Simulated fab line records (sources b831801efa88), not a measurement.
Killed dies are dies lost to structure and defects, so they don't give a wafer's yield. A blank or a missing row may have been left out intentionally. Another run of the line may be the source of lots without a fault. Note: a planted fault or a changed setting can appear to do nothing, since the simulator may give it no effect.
Which tool did it?	flow gf180mcu	10 lots with 30 wafers sampled at 5 steps, on a route of 602 steps

== WHAT EACH GAUGE READ, for each wafer ==
GF_TOP_METAL_RS_MEAS_05: uses a four-point probe to measure.
lot	measured	on	TOP_METAL_ALCU_RS (ohm/sq)
L667	day 27 22:19	film metro-01	0.0324 0.0321 0.0321
L670	day 28 15:26	film metro-01	0.0329 0.0328 0.0327
L671	day 29 05:02	film metro-01	0.0327 0.0342 0.0326
L675	day 30 08:01	film metro-02	0.0325 0.0324 0.0322
L678	day 31 13:28	film metro-04	0.0318 0.0321 0.0321
L680	day 31 19:38	film metro-04	0.0314 0.0314 0.0319
L682	day 32 04:46	film metro-01	0.0318 0.0322 0.0321
L685	day 32 21:53	film metro-01	0.0328 0.0327 0.0329
L686	day 33 07:00	film metro-01	0.0321 0.0325 0.0324
L688	day 33 19:10	film metro-01	0.0328 0.0325 0.0329

GF_TOP_METAL_THK_MEAS_06: measures by xrf.
lot	measured	on	TOP_METAL_ALCU_THK (nm)
L667	day 27 22:26	film metro-01	906 910 907
L670	day 28 15:32	film metro-01	889 891 889
L671	day 29 05:10	film metro-01	891 854 899
L675	day 30 08:08	film metro-02	891 892 903
L678	day 31 13:35	film metro-04	911 905 908
L680	day 31 19:45	film metro-04	924 928 912
L682	day 32 04:53	film metro-01	918 910 911
L685	day 32 22:00	film metro-01	891 893 889
L686	day 33 07:07	film metro-01	911 893 899
L688	day 33 19:17	film metro-01	889 899 881

GF_TOP_METAL_CD_MEAS_14: the cd target is 440 nm.
lot	measured	on	cd nm (nm)
L667	day 28 17:40	cd sem-01	444.0 441.6 441.5
L670	day 29 10:38	cd sem-02	440.9 440.6 441.0
L671	day 29 23:28	cd sem-01	443.8 443.3 442.6
L675	day 31 01:52	cd sem-02	443.1 441.3 442.4
L678	day 32 06:19	cd sem-02	441.1 439.8 439.4
L680	day 32 11:25	cd sem-02	439.1 440.3 440.2
L682	day 32 21:19	cd sem-02	440.3 437.2 440.8
L685	day 33 12:19	cd sem-02	441.6 442.7 440.9
L686	day 33 22:28	cd sem-01	437.4 440.5 438.5
L688	day 34 10:38	cd sem-02	439.2 438.8 439.2

== TOOL THAT RAN EACH LOT (tool first, then ch and the chambers of the sampled wafers, then the start) ==
lot	GF_V5_ETCH_16	GF_TOP_METAL_SPUTTER_02
L667	rie diel-04 ch 0,1,2, day 27 20:43	pvd sputter-04, day 27 22:14
L670	rie diel-01 ch 1,2, day 28 13:27	pvd sputter-01, day 28 15:18
L671	rie diel-03 ch 0,2, day 29 03:26	pvd sputter-04, day 29 04:57
L675	rie diel-03 ch 0,1,2, day 30 06:23	pvd sputter-01, day 30 07:56
L678	rie diel-01 ch 0,2,3, day 31 11:52	pvd sputter-02, day 31 13:22
L680	rie diel-04 ch 0,1,3, day 31 18:02	pvd sputter-02, day 31 19:32
L682	rie diel-04 ch 1,2,3, day 32 03:10	pvd sputter-02, day 32 04:40
L685	rie diel-01 ch 0,2,3, day 32 20:12	pvd sputter-02, day 32 21:47
L686	rie diel-01 ch 0,3, day 33 05:10	pvd sputter-02, day 33 06:49
L688	rie diel-04 ch 0,1,3, day 33 17:28	pvd sputter-04, day 33 19:04
- GF_V5_ETCH_16: etches BARC in N2/H2.
- GF_TOP_METAL_SPUTTER_02: material AlCu, target thk 900 nm, time 47.82 s.

== AS READ BY THE TOOLS THEMSELVES (means over the sampled wafers that have a number; for cases with no such wafer, the mark the record gives instead) ==
GF_V5_ETCH_16.
lot	tool	drypump motor current A (A)	oes product au (a.u.)	throttle valve pct (%)
L667	rie diel-04	5.69	0.852	13.232
L670	rie diel-01	5.41	0.854	13.215
L671	rie diel-03	5.78	0.853	13.223
L675	rie diel-03	5.70	0.858	13.228
L678	rie diel-01	5.54	0.855	13.227
L680	rie diel-04	5.82	0.853	13.225
L682	rie diel-04	5.47	0.852	13.222
L685	rie diel-01	5.55	0.855	13.229
L686	rie diel-01	5.48	0.855	13.227
L688	rie diel-04	5.82	0.854	13.226

GF_TOP_METAL_SPUTTER_02.
lot	tool	cathode dc power W (W)	substrate temp c (C)	throttle valve pct (%)
L667	pvd sputter-04	10599	249.88	30.3
L670	pvd sputter-01	10602	249.96	30.6
L671	pvd sputter-04	10468	249.98	31.0
L675	pvd sputter-01	10599	249.93	30.6
L678	pvd sputter-02	10599	250.04	31.6
L680	pvd sputter-02	10599	249.81	31.1
L682	pvd sputter-02	10601	250.02	31.7
L685	pvd sputter-02	10600	249.92	31.5
L686	pvd sputter-02	10600	250.20	31.1
L688	pvd sputter-04	10600	249.87	30.7

== THE ANSWER, worked out from the rows above alone ==
Rule: what is usual is taken from the lots themselves. Put in order of their means at a reading, lots are off if they are a third of the lots or fewer, leave a main group of 4 or more, and stand apart from it by a gap of 3 or more times the standard deviation of the main group's means; of several such gaps the widest counts. Not used: any main group whose means are identical at the precision the tables above print for the reading. Also off: a lot with no number at a reading for which 4 or more lots have one. Where the step has rows for the other lots, those lots are counted as sound. After the gauges, taken in route order, come the tools' own readings; for these a lot's mean is taken, as printed above. At the first step where some lot is off, the reading lying furthest off is the one used; lots without a number count as furthest.
Off, at GF_TOP_METAL_SPUTTER_02 on cathode dc power W: L671. Main group: mean 10600 W, sd 0.99.
If a tool, at that step or one of the process steps before it, ran each lot that is off and ran no sound lot following the first of them, it fits. None of those tried fits.

== WHAT HAD BEEN PUT IN BY THE SIMULATOR ==
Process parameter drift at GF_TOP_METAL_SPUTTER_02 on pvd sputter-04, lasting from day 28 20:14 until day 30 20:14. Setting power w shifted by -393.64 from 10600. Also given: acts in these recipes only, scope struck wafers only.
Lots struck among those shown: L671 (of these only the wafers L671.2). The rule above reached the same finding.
